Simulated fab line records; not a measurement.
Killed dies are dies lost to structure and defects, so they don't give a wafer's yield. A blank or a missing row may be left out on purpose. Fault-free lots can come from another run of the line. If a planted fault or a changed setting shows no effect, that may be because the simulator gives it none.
Matching of chambers || flow sky130 || 4 sister chambers for SKY_PASSIVATION_ETCH_11 on rie-diel-01
The step etches the open film in CF4/O2, stops on AlCu, target depth 725 nm, time 161.1 s. 22 wafers are shown with their chamber, then 11 later ones without.

== WAFERS PAIRED WITH THEIR CHAMBERS ==
{"wafer": "L074.1", "chamber": 0, "drypump-motor-current-A (A)": 5.3, "oes-product-au (a.u.)": 0.985, "throttle-valve-pct (%)": 5.950}
{"wafer": "L074.2", "chamber": 3, "drypump-motor-current-A (A)": 4.9, "oes-product-au (a.u.)": 0.973, "throttle-valve-pct (%)": 5.957}
{"wafer": "L074.3", "chamber": 2, "drypump-motor-current-A (A)": 5.8, "oes-product-au (a.u.)": 0.975, "throttle-valve-pct (%)": 5.961}
{"wafer": "L074.4", "chamber": 1, "drypump-motor-current-A (A)": 6.1, "oes-product-au (a.u.)": 0.981, "throttle-valve-pct (%)": 5.964}
{"wafer": "L074.5", "chamber": 2, "drypump-motor-current-A (A)": 5.9, "oes-product-au (a.u.)": 0.981, "throttle-valve-pct (%)": 5.959}
{"wafer": "L074.6", "chamber": 3, "drypump-motor-current-A (A)": 5.0, "oes-product-au (a.u.)": 0.984, "throttle-valve-pct (%)": 5.952}
{"wafer": "L076.1", "chamber": 3, "drypump-motor-current-A (A)": 5.0, "oes-product-au (a.u.)": 0.977, "throttle-valve-pct (%)": 5.967}
{"wafer": "L076.2", "chamber": 1, "drypump-motor-current-A (A)": 6.1, "oes-product-au (a.u.)": 0.974, "throttle-valve-pct (%)": 5.969}
{"wafer": "L076.4", "chamber": 2, "drypump-motor-current-A (A)": 5.9, "oes-product-au (a.u.)": 0.992, "throttle-valve-pct (%)": 5.963}
{"wafer": "L081.4", "chamber": 3, "drypump-motor-current-A (A)": 5.0, "oes-product-au (a.u.)": 0.980, "throttle-valve-pct (%)": 5.968}
{"wafer": "L081.5", "chamber": 0, "drypump-motor-current-A (A)": 5.3, "oes-product-au (a.u.)": 0.982, "throttle-valve-pct (%)": 5.964}
{"wafer": "L081.6", "chamber": 1, "drypump-motor-current-A (A)": 6.2, "oes-product-au (a.u.)": 0.981, "throttle-valve-pct (%)": 5.971}
{"wafer": "L083.1", "chamber": 0, "drypump-motor-current-A (A)": 5.4, "oes-product-au (a.u.)": 0.981, "throttle-valve-pct (%)": 5.962}
{"wafer": "L083.2", "chamber": 3, "drypump-motor-current-A (A)": 5.0, "oes-product-au (a.u.)": 0.980, "throttle-valve-pct (%)": 5.970}
{"wafer": "L083.4", "chamber": 2, "drypump-motor-current-A (A)": 5.8, "oes-product-au (a.u.)": 0.987, "throttle-valve-pct (%)": 5.967}
{"wafer": "L084.2", "chamber": 2, "drypump-motor-current-A (A)": 5.9, "oes-product-au (a.u.)": 0.975, "throttle-valve-pct (%)": 5.974}
{"wafer": "L084.4", "chamber": 3, "drypump-motor-current-A (A)": 5.0, "oes-product-au (a.u.)": 0.980, "throttle-valve-pct (%)": 5.965}
{"wafer": "L084.5", "chamber": 2, "drypump-motor-current-A (A)": 5.8, "oes-product-au (a.u.)": 0.976, "throttle-valve-pct (%)": 5.960}
{"wafer": "L087.1", "chamber": 1, "drypump-motor-current-A (A)": 6.2, "oes-product-au (a.u.)": 0.968, "throttle-valve-pct (%)": 5.955}
{"wafer": "L087.4", "chamber": 0, "drypump-motor-current-A (A)": 5.3, "oes-product-au (a.u.)": 0.982, "throttle-valve-pct (%)": 5.973}
{"wafer": "L087.5", "chamber": 0, "drypump-motor-current-A (A)": 5.3, "oes-product-au (a.u.)": 0.977, "throttle-valve-pct (%)": 5.974}
{"wafer": "L089.3", "chamber": 2, "drypump-motor-current-A (A)": 5.9, "oes-product-au (a.u.)": 0.982, "throttle-valve-pct (%)": 5.967}

SIGNATURES (means of the wafers above)
{"reading": "drypump-motor-current-A", "chamber 0": 5.320, "chamber 1": 6.150, "chamber 2": 5.857, "chamber 3": 4.983, "scatter within a chamber": 0.0491}
{"reading": "oes-product-au", "chamber 0": 0.98140, "chamber 1": 0.97600, "chamber 2": 0.98114, "chamber 3": 0.97900, "scatter within a chamber": 0.00513}
{"reading": "throttle-valve-pct", "chamber 0": 5.96460, "chamber 1": 5.96475, "chamber 2": 5.96443, "chamber 3": 5.96317, "scatter within a chamber": 0.00727}
Rule: for each reading, subtract the chamber's mean from the wafer's reading, divide by that reading's scatter and square the result; add these up over the readings and take the root, which gives the wafer's distance from the chamber. If the next closest chamber is less than 2 further off than the closest, the wafer can't be placed; otherwise it belongs to the closest. The scatter is the square root of a quotient: the sum, over the shown wafers, of each reading's squared deviation from its chamber's mean, divided by wafers minus chambers.

== WAFERS WITH NO CHAMBER GIVEN ==
{"wafer": "L089.4", "drypump-motor-current-A (A)": 5.4, "oes-product-au (a.u.)": 0.976, "throttle-valve-pct (%)": 5.975}
{"wafer": "L089.6", "drypump-motor-current-A (A)": 6.2, "oes-product-au (a.u.)": 0.986, "throttle-valve-pct (%)": 5.953}
{"wafer": "L090.3", "drypump-motor-current-A (A)": 5.9, "oes-product-au (a.u.)": 0.984, "throttle-valve-pct (%)": 5.986}
{"wafer": "L090.5", "drypump-motor-current-A (A)": 6.1, "oes-product-au (a.u.)": 0.983, "throttle-valve-pct (%)": 5.969}
{"wafer": "L090.6", "drypump-motor-current-A (A)": 5.3, "oes-product-au (a.u.)": 0.991, "throttle-valve-pct (%)": 5.954}
{"wafer": "L094.4", "drypump-motor-current-A (A)": 5.9, "oes-product-au (a.u.)": 0.986, "throttle-valve-pct (%)": 5.955}
{"wafer": "L094.5", "drypump-motor-current-A (A)": 5.3, "oes-product-au (a.u.)": 0.977, "throttle-valve-pct (%)": 5.971}
{"wafer": "L094.6", "drypump-motor-current-A (A)": 5.0, "oes-product-au (a.u.)": 0.987, "throttle-valve-pct (%)": 5.982}
{"wafer": "L097.1", "drypump-motor-current-A (A)": 5.0, "oes-product-au (a.u.)": 0.961, "throttle-valve-pct (%)": 5.971}
{"wafer": "L097.2", "drypump-motor-current-A (A)": 6.2, "oes-product-au (a.u.)": 0.980, "throttle-valve-pct (%)": 5.978}
{"wafer": "L097.6", "drypump-motor-current-A (A)": 5.4, "oes-product-au (a.u.)": 0.985, "throttle-valve-pct (%)": 5.965}

== WHICH CHAMBER EACH WENT THROUGH ==
{"wafer": "L089.4", "from the rows above": 0, "in truth": 0}
{"wafer": "L089.6", "from the rows above": 1, "in truth": 1}
{"wafer": "L090.3", "from the rows above": 2, "in truth": 2}
{"wafer": "L090.5", "from the rows above": 1, "in truth": 1}
{"wafer": "L090.6", "from the rows above": 0, "in truth": 0}
{"wafer": "L094.4", "from the rows above": 2, "in truth": 2}
{"wafer": "L094.5", "from the rows above": 0, "in truth": 0}
{"wafer": "L094.6", "from the rows above": 3, "in truth": 3}
{"wafer": "L097.1", "from the rows above": 3, "in truth": 3}
{"wafer": "L097.2", "from the rows above": 1, "in truth": 1}
{"wafer": "L097.6", "from the rows above": 0, "in truth": 0}
Correct placement for 11 of the 11. Left unplaced by these rows: 0. Wrongly placed: 0.
